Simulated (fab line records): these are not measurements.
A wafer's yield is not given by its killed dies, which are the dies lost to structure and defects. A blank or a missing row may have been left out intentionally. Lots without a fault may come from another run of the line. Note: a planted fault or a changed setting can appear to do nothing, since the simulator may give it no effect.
fab line records | flow sky130
[record] lots = 6 | wafers = 18 | lastDay = 49
route steps=708 shown POLY_GATE@234 LDD_N@237 PAD_OPEN@708
lots untouched by any fault: they come from a run of this same line in which no faults occurred
startH: start of the lot's first displayed wafer, in hours after the record's first day | waitH: how many hours have passed since the lot's step before this one | " unchanged from the row above | L1.1+2: a single row standing in for several wafers | - no value present, or no start provided | * or withheld: withheld | < > ~ a bound
route shown NAME@n: a module of which the file shows steps, and the number in the route of the first | usual: mean and standard deviation over wafers with no fault | same: alike in all rows | chamber/n: place in a boat | sites: the reading at each site | _std_site: how widely they spread, as a standard deviation | _edge_site: outer sites' mean less inner sites' | radiusMm: for every site, how far away it sits from the centre of the wafer | mask NAME#n: copy n | behind: the last tool/chamber to shape the wafer | hold: why the lot went on hold/how many hours it stayed there/how the hold came to an end | device: names the non-switching transistor (n, p or np) | end of line: tests of these same wafers at the route's end | a step without rows: its recipe alone | killed: count of dies lost to structure and defects at first sort (not the wafer's yield) | map: a wafer's dies, marking killed ones x, the rest . and places with no die _
set.NAME: the setting that was run; set.NAME@STEP: the one run at that earlier step | model.NAME: the simulator's own value behind a step, which no gauge read
certain route steps with their lots: each step a table, each wafer a row
services: a tool's chamber out of use, with start hour (startH, from the record's first day; less than 0 if before it), hours out, and reason
[[steps]]
[step SKY_POLY_GATE_OXIDATION_20]
[recipe] tempC = 850 | ambient = O2 | stabiliseS = 600 | purgeS = 300 | targetThkA = 40 | oxTimeS = 899
[step SKY_POLY_GATE_THK_MEAS_21]
[recipe] reads = SiO2_of_POLY_GATE_OXIDATION_20
[usual] POLY_GATE_OXIDATION_THK = 4.02/0.076
lot.wafer | tool         | chamber | startH | waitH | POLY_GATE_OXIDATION_THK[nm]
L256.2    | filmMetro-03 | -       | 374.64 | 0.0   | 3.99
L256.4    | "            | -       | "      | "     | 3.94
L256.6    | "            | -       | "      | "     | 3.91
L263.2    | filmMetro-03 | -       | 445.75 | 0.0   | 4.08
L263.4    | "            | -       | "      | "     | 4.08
L263.6    | "            | -       | "      | "     | 4.00
L268.1    | filmMetro-03 | -       | 479.43 | 0.0   | 4.06
L268.3    | "            | -       | "      | "     | 4.05
L268.6    | "            | -       | "      | "     | 4.03
L270.2    | filmMetro-01 | -       | 500.83 | 0.0   | 3.99
L270.4    | "            | -       | "      | "     | 3.93
L270.5    | "            | -       | "      | "     | 4.07
L274.1    | filmMetro-02 | -       | 530.03 | 0.0   | 3.94
L274.2    | "            | -       | "      | "     | 4.00
L274.6    | "            | -       | "      | "     | 4.06
L275.1    | filmMetro-03 | -       | 540.54 | 0.0   | 3.90
L275.2    | "            | -       | "      | "     | 3.92
L275.5    | "            | -       | "      | "     | 3.94
[step SKY_POLY_GATE_CD_MEAS_22]
[usual] cdNm = 150.9/2.9
lot.wafer | tool     | chamber | startH | waitH | cdNm
L256.2    | cdSem-02 | -       | 374.72 | 0.1   | 153.5
L256.4    | "        | -       | "      | "     | 151.2
L256.6    | "        | -       | "      | "     | 153.8
L263.2    | cdSem-01 | -       | 445.83 | 0.1   | 148.4
L263.4    | "        | -       | "      | "     | 149.2
L263.6    | "        | -       | "      | "     | 144.9
L268.1    | cdSem-01 | -       | 479.49 | 0.1   | 146.9
L268.3    | "        | -       | "      | "     | 145.5
L268.6    | "        | -       | "      | "     | 145.6
L270.2    | cdSem-01 | -       | 500.91 | 0.1   | 150.0
L270.4    | "        | -       | "      | "     | 151.1
L270.5    | "        | -       | "      | "     | 149.6
L274.1    | cdSem-02 | -       | 530.09 | 0.1   | 148.3
L274.2    | "        | -       | "      | "     | 150.0
L274.6    | "        | -       | "      | "     | 149.1
L275.1    | cdSem-01 | -       | 540.60 | 0.1   | 152.8
L275.2    | "        | -       | "      | "     | 154.9
L275.5    | "        | -       | "      | "     | 152.3
[step SKY_LDD_N_DEHYDRATE_00]
[recipe] tempC = 200 | timeS = 60
[step SKY_LDD_N_HMDS_01]
[recipe] primeTimeS = 60 | primeTempC = 120
[step SKY_LDD_N_COAT_02]
[recipe] resist = NOVOLAK | spinRpm = 3000 | resistThkNm = 300
[step SKY_LDD_N_SOFTBAKE_03]
[recipe] tempC = 90 | timeS = 60 | resist = NOVOLAK
[step SKY_LDD_N_EXPOSE_04]
[recipe] maskId = NTM | targetCdNm = 840 | na = 0.6 | sourceShape = conventional | sigmaOuter = 0.6 | doseMj = 110
[step SKY_LDD_N_PEB_05]
[recipe] tempC = withheld | timeS = * | resist = NOVOLAK
[step SKY_LDD_N_DEVELOP_06]
[recipe] developTimeS = 60 | devTempC = 23
[step SKY_LDD_N_OVL_MEAS_07]
[usual] LDD_N_OVL = -0.4/1.5
lot.wafer | tool       | chamber | startH | waitH | LDD_N_OVL[nm]
L256.2    | overlay-01 | -       | 403.60 | 0.1   | 2.7
L256.4    | "          | -       | "      | "     | 1.9
L256.6    | "          | -       | "      | "     | 1.3
L263.2    | overlay-01 | -       | 476.31 | 0.1   | 1.1
L263.4    | "          | -       | "      | "     | 1.2
L263.6    | "          | -       | "      | "     | 0.0
L268.1    | overlay-01 | -       | 510.49 | 0.1   | 0.4
L268.3    | "          | -       | "      | "     | 1.7
L268.6    | "          | -       | "      | "     | 1.1
L270.2    | overlay-01 | -       | 531.25 | 0.1   | -1.2
L270.4    | "          | -       | "      | "     | 0.3
L270.5    | "          | -       | "      | "     | -2.3
L274.1    | overlay-01 | -       | 559.78 | 0.1   | -1.1
L274.2    | "          | -       | "      | "     | -0.3
L274.6    | "          | -       | "      | "     | 0.3
L275.1    | overlay-02 | -       | 570.15 | 0.1   | -1.3
L275.2    | "          | -       | "      | "     | -0.9
L275.5    | "          | -       | "      | "     | -0.8
[step SKY_LDD_N_IMPLANT_08]
[recipe] species = As | energyKev = 20 | doseCm2 = 7.5e+13 | tiltDeg = withheld | rotationDeg = 23
[step SKY_LDD_N_IMPLANT_09]
[recipe] species = As | energyKev = 20 | doseCm2 = 7.5e+13 | tiltDeg = withheld | rotationDeg = 113
[usual] beamOnS = 10.02/0.2 | doseIonsCm2 = 7.5e+13/8.1e+10 | faradayCurrentUA = 422/8.5 | rotationDeg = 113.00/0.026
lot.wafer | tool         | chamber | startH | waitH | beamOnS | doseIonsCm2 | faradayCurrentUA | rotationDeg
L256.2    | implanter-03 | 0       | 403.80 | 0.1   | 10.10   | 7.495e+13   | 416              | 112.99
L256.4    | "            | 0       | "      | "     | 9.91    | 7.488e+13   | 425              | 112.95
L256.6    | "            | 0       | "      | "     | 9.76    | 7.509e+13   | 434              | 113.03
L263.2    | implanter-02 | 0       | 476.51 | 0.1   | 9.86    | 7.515e+13   | 428              | 112.99
L263.4    | "            | 0       | "      | "     | 9.95    | 7.492e+13   | 423              | 112.98
L263.6    | "            | 0       | "      | "     | 9.83    | 7.508e+13   | 428              | 112.99
L268.1    | implanter-02 | 0       | 510.68 | 0.1   | 10.45   | 9.681e+13   | 524              | 112.96
L268.3    | "            | 0       | "      | "     | 10.96   | 9.701e+13   | 500              | 112.97
L268.6    | "            | 0       | "      | "     | 10.76   | 9.694e+13   | 508              | 112.97
L270.2    | implanter-02 | 0       | 531.45 | 0.1   | 10.63   | 9.71e+13    | 513              | 112.96
L270.4    | "            | 0       | "      | "     | 10.58   | 9.701e+13   | 515              | 112.97
L270.5    | "            | 0       | "      | "     | 10.40   | 9.698e+13   | 525              | 112.97
L274.1    | implanter-04 | 0       | 559.96 | 0.1   | 10.45   | 7.496e+13   | 405              | 113.02
L274.2    | "            | 0       | "      | "     | 10.02   | 7.493e+13   | 422              | 112.97
L274.6    | "            | 0       | "      | "     | 10.16   | 7.485e+13   | 418              | 113.00
L275.1    | implanter-03 | 0       | 570.34 | 0.1   | 10.08   | 7.501e+13   | 421              | 112.99
L275.2    | "            | 0       | "      | "     | 9.89    | 7.51e+13    | 425              | 112.99
L275.5    | "            | 0       | "      | "     | 10.38   | 7.508e+13   | 406              | 113.00
[step SKY_LDD_N_IMPLANT_10]
[recipe] species = As | energyKev = 20 | doseCm2 = 7.5e+13 | tiltDeg = withheld | rotationDeg = 203
[step SKY_LDD_N_IMPLANT_11]
[recipe] species = As | energyKev = 20 | doseCm2 = 7.5e+13 | tiltDeg = withheld | rotationDeg = 293
[step SKY_LDD_N_IMPLANT_12]
[recipe] species = BF2 | energyKev = 50 | doseCm2 = 5e+12 | tiltDeg = 30 | rotationDeg = 0
[step SKY_LDD_N_IMPLANT_13]
[recipe] species = BF2 | energyKev = 50 | doseCm2 = 5e+12 | tiltDeg = 30 | rotationDeg = 90
[step SKY_LDD_N_IMPLANT_14]
[recipe] species = BF2 | energyKev = 50 | doseCm2 = 5e+12 | tiltDeg = 30 | rotationDeg = 180
[step SKY_LDD_N_IMPLANT_15]
[recipe] species = BF2 | energyKev = 50 | doseCm2 = 5e+12 | tiltDeg = 30 | rotationDeg = 270
[step SKY_LDD_N_STRIP_16]
[recipe] chemistry = O2/N2 | powerW = 1400 | pressureMtorr = 1500 | platenTempC = withheld | o2FlowSccm = 3000 | n2FlowSccm = 300 | overashFraction = 0.5
[usual] drypumpMotorCurrentA = 6.13/0.19 | oesProductAu = 0.406/0.0041 | stripTimeToEndpointS = 4.315/0.016
lot.wafer | tool           | chamber | startH | waitH | drypumpMotorCurrentA | oesProductAu | rfHoursCounterH | stripTimeToEndpointS
L256.2    | plasmaAsher-04 | 1       | 404.83 | 0.1   | 6.11                 | 0.405        | 68              | 4.309
L256.4    | "              | 0       | "      | "     | 6.25                 | 0.406        | -               | 4.294
L256.6    | "              | 0       | "      | "     | 6.25                 | 0.403        | -               | 4.304
L263.2    | plasmaAsher-02 | 0       | 477.54 | 0.1   | 6.13                 | 0.408        | 69              | 4.312
L263.4    | "              | 1       | "      | "     | 6.33                 | 0.399        | -               | 4.314
L263.6    | "              | 1       | "      | "     | 6.27                 | 0.403        | -               | 4.318
L268.1    | plasmaAsher-02 | 0       | 511.73 | 0.1   | 6.03                 | 0.402        | 73              | 4.356
L268.3    | "              | 0       | "      | "     | 6.08                 | 0.409        | -               | 4.364
L268.6    | "              | 0       | "      | "     | 6.07                 | 0.400        | -               | 4.368
L270.2    | plasmaAsher-02 | 0       | 532.48 | 0.1   | 6.03                 | 0.409        | 75              | 4.397
L270.4    | "              | 0       | "      | "     | 6.05                 | 0.405        | -               | 4.403
L270.5    | "              | 0       | "      | "     | 6.03                 | 0.403        | -               | 4.408
L274.1    | plasmaAsher-03 | 0       | 561.01 | 0.1   | 5.71                 | 0.407        | 41              | 4.325
L274.2    | "              | 1       | "      | "     | 6.18                 | 0.414        | 41              | 4.322
L274.6    | "              | 0       | "      | "     | 5.71                 | 0.406        | -               | 4.328
L275.1    | plasmaAsher-02 | 0       | 571.39 | 0.1   | 6.13                 | 0.404        | 79              | 4.298
L275.2    | "              | 1       | "      | "     | 6.33                 | 0.410        | 79              | 4.304
L275.5    | "              | 0       | "      | "     | 6.06                 | 0.409        | -               | 4.299
[step SKY_LDD_N_TW_MEAS_17]
[usual] LDD_N_TW = 2582/29
lot.wafer | tool         | chamber | startH | waitH | LDD_N_TW
L256.2    | filmMetro-01 | -       | 404.94 | 0.1   | 2574
L256.4    | "            | -       | "      | "     | 2579
L256.6    | "            | -       | "      | "     | 2590
L263.2    | filmMetro-04 | -       | 477.65 | 0.1   | 2609
L263.4    | "            | -       | "      | "     | 2614
L263.6    | "            | -       | "      | "     | 2623
L268.1    | filmMetro-02 | -       | 511.83 | 0.1   | 2582
L268.3    | "            | -       | "      | "     | 2572
L268.6    | "            | -       | "      | "     | 2578
L270.2    | filmMetro-04 | -       | 532.59 | 0.1   | 2657
L270.4    | "            | -       | "      | "     | 2647
L270.5    | "            | -       | "      | "     | 2639
L274.1    | filmMetro-01 | -       | 561.11 | 0.1   | 2588
L274.2    | "            | -       | "      | "     | 2589
L274.6    | "            | -       | "      | "     | 2592
L275.1    | filmMetro-04 | -       | 571.49 | 0.1   | 2609
L275.2    | "            | -       | "      | "     | 2621
L275.5    | "            | -       | "      | "     | 2601
[step SKY_PAD_OPEN_PROBE_99]
[usual] killed_at_M0_to_M3 = 43/6.8 | killed_at_M4_up = 3.3/2.1 | killedAtContacts = 24/5 | killedAtFrontEnd = 15/4.4 | killedAtOther = 0.3/0.57 | killedDies = 86/9.7 | killedOpen = 47/7.3 | killedShort = 39/6.1
[same] grossDies = 492 | killedAtBackSide = 0
lot.wafer | tool      | chamber | startH  | waitH | killed_at_M0_to_M3 | killed_at_M4_up | killedAtContacts | killedAtFrontEnd | killedAtOther | killedDies | killedOpen | killedShort | model.etest.tipN.rsOhmSq
L256.2    | prober-02 | -       | 1078.57 | 0.1   | 40                 | 5               | 32               | 12               | 0             | 89         | 55         | 34          | 442.2
L256.4    | prober-02 | -       | 1078.67 | 0.2   | 22                 | 3               | 26               | 23               | 0             | 74         | 45         | 29          | 448.4
L256.6    | prober-02 | -       | 1078.77 | 0.2   | 46                 | 2               | 16               | 24               | 0             | 88         | 46         | 42          | 442.5
L263.2    | prober-01 | -       | 1128.82 | 0.1   | 43                 | 4               | 18               | 12               | 0             | 77         | 35         | 41          | 438.7
L263.4    | prober-01 | -       | 1128.92 | 0.2   | 42                 | 2               | 18               | 18               | 0             | 80         | 42         | 37          | 440.2
L263.6    | prober-01 | -       | 1129.02 | 0.2   | 39                 | 1               | 21               | 7                | 0             | 68         | 43         | 25          | 443.8
L268.1    | prober-02 | -       | 1150.95 | 0.1   | 44                 | 7               | 23               | 27               | 0             | 101        | 56         | 45          | 427.3
L268.3    | prober-02 | -       | 1151.05 | 0.2   | 45                 | 1               | 28               | 15               | 1             | 90         | 47         | 43          | 427.2
L268.6    | prober-02 | -       | 1151.20 | 0.2   | 38                 | 6               | 21               | 13               | 0             | 78         | 43         | 35          | 427.3
L270.2    | prober-02 | -       | 1157.37 | 0.1   | 46                 | 3               | 29               | 20               | 0             | 98         | 51         | 45          | 418.7
L270.4    | prober-02 | -       | 1157.47 | 0.2   | 38                 | 5               | 34               | 16               | 0             | 93         | 55         | 37          | 417.2
L270.5    | prober-02 | -       | 1157.52 | 0.2   | 39                 | 1               | 29               | 13               | 0             | 82         | 46         | 36          | 422.1
L274.1    | prober-02 | -       | 1176.86 | 0.1   | 39                 | 2               | 21               | 10               | 0             | 72         | 37         | 33          | 441.3
L274.2    | prober-02 | -       | 1176.91 | 0.1   | 43                 | 2               | 21               | 10               | 0             | 76         | 40         | 34          | 438.8
L274.6    | prober-02 | -       | 1177.11 | 0.2   | 40                 | 6               | 27               | 9                | 0             | 82         | 51         | 31          | 440.1
L275.1    | prober-02 | -       | 1185.24 | 0.1   | 56                 | 4               | 24               | 18               | 0             | 102        | 49         | 53          | 446.9
L275.2    | prober-02 | -       | 1185.29 | 0.1   | 47                 | 3               | 24               | 9                | 0             | 83         | 46         | 37          | 441.8
L275.5    | prober-02 | -       | 1185.44 | 0.2   | 44                 | 3               | 44               | 16               | 0             | 107        | 55         | 48          | 446.2
// killed by level:class
L256.2 CONTACT:geometricParticle:open=12 VIA2:geometricParticle:open=11 VIA1:geometricParticle:open=10 LI_CONTACT:geometricParticle:open=8 FIELD_ISO:geometricParticle:short=6 METAL4:geometricParticle:short=5 METAL1:geometricParticle:short=5 CONTACT:geometricParticle:short=4
L256.4 CONTACT:geometricParticle:open=10 POLY_GATE:geometricParticle:open=6 LI_CONTACT:geometricParticle:open=6 POLY_GATE:geometricParticle:short=5 VIA3:geometricParticle:open=5 FIELD_ISO:geometricParticle:open=4 LOCAL_INTERCONNECT:geometricParticle:short=4 VIA1:geometricParticle:open=4
L256.6 VIA1:geometricParticle:open=10 VIA3:geometricParticle:open=9 FIELD_ISO:geometricParticle:short=8 LI_CONTACT:geometricParticle:open=6 FIELD_ISO:geometricParticle:open=5 POLY_GATE:geometricParticle:open=5 POLY_GATE:geometricParticle:short=5 CONTACT:geometricParticle:open=5
L263.2 CONTACT:geometricParticle:open=6 METAL2:geometricParticle:short=6 VIA2:geometricParticle:short=6 VIA3:geometricParticle:open=5 METAL1:geometricParticle:short=5 FIELD_ISO:geometricParticle:open=4 LI_CONTACT:geometricParticle:short=4 LOCAL_INTERCONNECT:geometricParticle:short=4
L263.4 LI_CONTACT:geometricParticle:open=7 VIA1:geometricParticle:open=7 VIA2:geometricParticle:open=7 POLY_GATE:geometricParticle:short=6 VIA3:geometricParticle:open=6 VIA2:geometricParticle:short=6 POLY_GATE:geometricParticle:open=5 METAL1:geometricParticle:short=5
L263.6 CONTACT:geometricParticle:open=11 VIA3:geometricParticle:open=9 VIA2:geometricParticle:open=7 VIA1:geometricParticle:open=6 LOCAL_INTERCONNECT:geometricParticle:short=4 METAL2:geometricParticle:short=4 FIELD_ISO:geometricParticle:open=3 VIA2:geometricParticle:short=3
L268.1 CONTACT:geometricParticle:open=12 POLY_GATE:geometricParticle:open=9 FIELD_ISO:geometricParticle:open=7 METAL4:geometricParticle:short=7 VIA1:geometricParticle:open=7 FIELD_ISO:geometricParticle:short=6 METAL1:geometricParticle:short=6 METAL2:geometricParticle:short=6
L268.3 CONTACT:geometricParticle:open=10 METAL2:geometricParticle:short=8 LI_CONTACT:geometricParticle:open=8 VIA3:geometricParticle:open=8 VIA1:geometricParticle:short=7 VIA1:geometricParticle:open=7 LOCAL_INTERCONNECT:geometricParticle:short=5 METAL1:geometricParticle:short=4
L268.6 VIA2:geometricParticle:open=10 CONTACT:geometricParticle:open=9 VIA1:geometricParticle:open=6 FIELD_ISO:geometricParticle:open=5 LI_CONTACT:geometricParticle:open=5 METAL1:geometricParticle:short=4 VIA3:geometricParticle:short=4 POLY_GATE:geometricParticle:open=3
L270.2 CONTACT:geometricParticle:open=11 VIA1:geometricParticle:short=10 VIA1:geometricParticle:open=8 LI_CONTACT:geometricParticle:open=8 VIA2:geometricParticle:open=7 FIELD_ISO:geometricParticle:open=6 CONTACT:geometricParticle:short=5 FIELD_ISO:geometricParticle:short=4
L270.4 LI_CONTACT:geometricParticle:open=11 VIA1:geometricParticle:open=11 CONTACT:geometricParticle:open=10 VIA1:geometricParticle:short=6 VIA3:geometricParticle:open=6 POLY_GATE:geometricParticle:open=5 METAL2:geometricParticle:short=5 VIA2:geometricParticle:open=5
L270.5 VIA1:geometricParticle:open=12 CONTACT:geometricParticle:short=8 LI_CONTACT:geometricParticle:open=6 CONTACT:geometricParticle:open=6 VIA1:geometricParticle:short=6 FIELD_ISO:geometricParticle:short=4 LOCAL_INTERCONNECT:geometricParticle:open=4 VIA2:geometricParticle:open=4
L274.1 VIA1:geometricParticle:open=8 CONTACT:geometricParticle:open=6 METAL2:geometricParticle:short=6 VIA2:geometricParticle:open=6 VIA3:geometricParticle:open=6 CONTACT:geometricParticle:short=5 FIELD_ISO:geometricParticle:open=4 LI_CONTACT:geometricParticle:open=4
L274.2 CONTACT:geometricParticle:open=13 VIA1:geometricParticle:open=8 VIA2:geometricParticle:open=6 METAL3:geometricParticle:short=6 VIA3:geometricParticle:open=6 METAL1:geometricParticle:short=5 FIELD_ISO:geometricParticle:short=4 CONTACT:geometricParticle:short=3
L274.6 VIA1:geometricParticle:open=14 LI_CONTACT:geometricParticle:open=12 CONTACT:geometricParticle:short=6 CONTACT:geometricParticle:open=5 VIA3:geometricParticle:open=5 VIA1:geometricParticle:short=4 FIELD_ISO:geometricParticle:open=4 METAL1:geometricParticle:short=4
L275.1 VIA1:geometricParticle:open=11 LI_CONTACT:geometricParticle:open=9 VIA1:geometricParticle:short=9 POLY_GATE:geometricParticle:short=7 CONTACT:geometricParticle:open=7 METAL1:geometricParticle:short=7 METAL2:geometricParticle:short=6 POLY_GATE:geometricParticle:open=6
L275.2 CONTACT:geometricParticle:open=14 VIA1:geometricParticle:open=10 METAL1:geometricParticle:short=7 VIA2:geometricParticle:open=7 VIA1:geometricParticle:short=5 CONTACT:geometricParticle:short=4 POLY_GATE:geometricParticle:short=3 LI_CONTACT:geometricParticle:open=3
L275.5 CONTACT:geometricParticle:open=14 VIA1:geometricParticle:open=12 LI_CONTACT:geometricParticle:open=10 LOCAL_INTERCONNECT:geometricParticle:short=8 CONTACT:geometricParticle:short=8 VIA2:geometricParticle:open=6 POLY_GATE:geometricParticle:short=5 VIA1:geometricParticle:short=5
[[services]]
tool           | chamber | startH | hours | kind
implanter-02   | -       | 394.68 | 4.4   | repair
implanter-03   | -       | 414.65 | 2.5   | repair
implanter-02   | -       | 417.20 | 6.1   | repair
plasmaAsher-04 | -       | 421.25 | 9.0   | pm
plasmaAsher-04 | 0       | 421.25 | 9.0   | ventCycle
plasmaAsher-04 | 1       | 421.25 | 9.0   | ventCycle
implanter-04   | -       | 423.47 | 4.1   | pm
plasmaAsher-04 | 0       | 430.25 | -     | clean
plasmaAsher-04 | 1       | 430.25 | -     | clean
implanter-03   | -       | 459.59 | 5.9   | repair
plasmaAsher-04 | -       | 471.61 | 11.1  | repair
implanter-04   | -       | 486.94 | 24.7  | repair
plasmaAsher-03 | -       | 522.08 | 15.6  | pm
plasmaAsher-04 | -       | 564.10 | 0.8   | repair
[[key]]
[firstSign] step = SKY_LDD_N_IMPLANT_09 | reading = doseIonsCm2 | direction = up | sigmas = 99+ | usual = * | struck = *
[effect] step = SKY_LDD_N_IMPLANT_09 | reading = faradayCurrentUA | direction = up | sigmas = 11 | usual = 422 | struck = 514
[effect] step = SKY_LDD_N_STRIP_16 | reading = stripTimeToEndpointS | direction = up | sigmas = 4.2 | usual = * | struck = *
[modelEffect] step = SKY_PAD_OPEN_PROBE_99 | value = etest.tipN.rsOhmSq | without = 442.5 | struck = 423.3
metAt SKY_LDD_N_IMPLANT_09
struckWafers L268.1,L268.3,L268.6,L270.2,L270.4,L270.5
testerLeftOut L268,L270
onsetBetween 476.51 510.68
[fault] kind = processParameterDrift | tool = implanter-02 | chamber = - | onsetH = 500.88 | steps = SKY_LDD_N_IMPLANT_09 | channel = doseCm2 | offset = * | shape = step | endH = 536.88 | actsIn = * | stated = *
// testerLeftOut: of these lots the tester's yield and bins aren't shown, on N5 and GAA mostly nor the transistor test; their killed dies are dies lost to structure and defects alone, not to doping, threshold or leakage, so they don't give the yield
